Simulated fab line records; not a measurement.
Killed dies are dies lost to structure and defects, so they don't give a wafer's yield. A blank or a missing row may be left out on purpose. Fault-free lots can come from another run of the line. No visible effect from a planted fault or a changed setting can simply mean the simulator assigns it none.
Which of the tools did it? -- flow gf180mcu -- 13 lots, 39 wafers sampled, at 1 step of a route of 602

== WHAT EACH GAUGE READ, for each wafer ==
GF_V2_CD_MEAS_14 targets a cd of 260 nm.
lot,measured,on,cd nm (nm)
L929,day 20 13:44,cd sem-01,260.4 260.5 259.9
L930,day 20 21:00,cd sem-02,262.8 262.1 262.4
L931,day 21 09:31,cd sem-02,259.9 259.4 260.1
L932,day 22 04:29,cd sem-01,259.9 259.2 260.1
L933,day 22 10:52,cd sem-02,260.3 259.8 261.2
L934,day 22 17:33,cd sem-01,259.6 260.1 260.1
L935,day 23 00:50,cd sem-02,259.9 259.6 259.0
L937,day 24 00:55,cd sem-02,260.0 260.8 260.4
L940,day 25 01:16,cd sem-01,261.2 262.1 260.7
L944,day 25 22:35,cd sem-01,258.6 258.7 258.4
L948,day 27 00:38,cd sem-02,261.0 260.8 259.7
L950,day 27 14:28,cd sem-02,262.1 263.1 261.0
L951,day 28 01:10,cd sem-02,261.3 260.8 260.8

== TOOL THAT RAN EACH LOT (tool first, then ch and the chambers of the sampled wafers, then the start) ==
The record holds no process step before these readings.

== WHAT THE TOOLS THEMSELVES READ (means of the sampled wafers that have a number; where no wafer has one, the mark that the record gives instead) ==
The record holds no such reading with a usual standard deviation.

== THE ANSWER, worked out from the rows above alone ==
Rule: usual is defined by the lots themselves. The widest of any qualifying gaps counts: lots, ordered by their means at a reading, are off when they make up no more than a third of the lots, leave a main group of 4 or more, and stand apart from it by 3 or more times the standard deviation of that group's means. A main group is skipped when, at the precision printed for the reading in the tables above, its means are all equal. A lot without any number at a reading at which 4 lots or more have one is off too. Any other lot the step has rows for is counted as sound. After the gauges, taken in route order, come the tools' own readings; for these a lot's mean is taken, as printed above. The first step at which some lot is off is used, and at that step the reading that is off furthest; a lot without a number counts as furthest.
Across all readings shown, no lot is off: no conclusion can be drawn from this.

== WHAT WAS PUT IN BY THE SIMULATOR ==
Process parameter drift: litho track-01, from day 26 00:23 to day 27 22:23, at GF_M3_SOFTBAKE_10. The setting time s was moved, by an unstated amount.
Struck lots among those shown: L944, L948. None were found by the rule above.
